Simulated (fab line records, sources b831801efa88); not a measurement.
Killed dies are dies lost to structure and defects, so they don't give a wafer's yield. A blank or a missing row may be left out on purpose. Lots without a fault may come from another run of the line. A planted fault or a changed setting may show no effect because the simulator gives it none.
Chamber matching | flow gf180mcu | GF_V5_CMP_26 on cmp-01: 4 sister chambers
The step polishes, stops on SiO2, t overpolish 15 s, target thk 0 nm. 8 wafers are shown with their chamber, then 9 later ones without.

WAFERS WITH THEIR CHAMBER
wafer  | chamber | motor_current_A (A) | overpolish_run_s (s)
L101.6 | 1       | 11.9                | 15.014
L103.4 | 2       | 11.6                | 14.997
L107.1 | 2       | 11.3                | 15.001
L107.3 | 3       | 12.4                | 15.008
L107.4 | 0       | 10.8                | 14.997
L109.1 | 3       | 12.8                | 15.013
L109.5 | 1       | 11.5                | 15.023
L109.6 | 0       | 10.7                | 15.011

WAFERS WITHOUT THEIR CHAMBER
wafer  | motor_current_A (A) | overpolish_run_s (s)
L112.1 | 12.8                | 15.027
L112.2 | 11.9                | 15.010
L112.3 | 11.2                | 14.991
L115.4 | 10.6                | 14.997
L115.5 | 11.9                | 14.994
L115.6 | 11.7                | 15.002
L124.2 | 10.1                | 14.991
L124.3 | 12.0                | 15.001
L124.6 | 11.7                | 15.001

WHICH CHAMBER EACH WENT THROUGH
wafer  | from the rows above          | in truth
L112.1 | 3                            | 3
L112.2 | can't be placed: 1 or 2 or 3 | 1
L112.3 | can't be placed: 2 or 0      | 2
L115.4 | 0                            | 0
L115.5 | can't be placed: 2 or 1 or 3 | 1
L115.6 | can't be placed: 2 or 1      | 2
L124.2 | 0                            | 0
L124.3 | can't be placed: 2 or 3 or 1 | 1
L124.6 | can't be placed: 2 or 1      | 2
Placed correctly: 3 of 9. Can't be placed from these rows: 6 (the true chamber is among the candidates in 6). Placed wrongly: 0.
How it was worked out, from the rows above alone: a wafer's distance from a chamber is the root of the sum, over the readings, of the square of ((its reading less the chamber's mean) divided by the reading's scatter). The wafer belongs to the nearest chamber; if the next one is less than 2 further off, it can't be placed. A chamber's mean is the mean of its shown wafers. The scatter: the root of (the sum of the squares of (reading less its chamber's mean) over the shown wafers, divided by (wafers less chambers)).
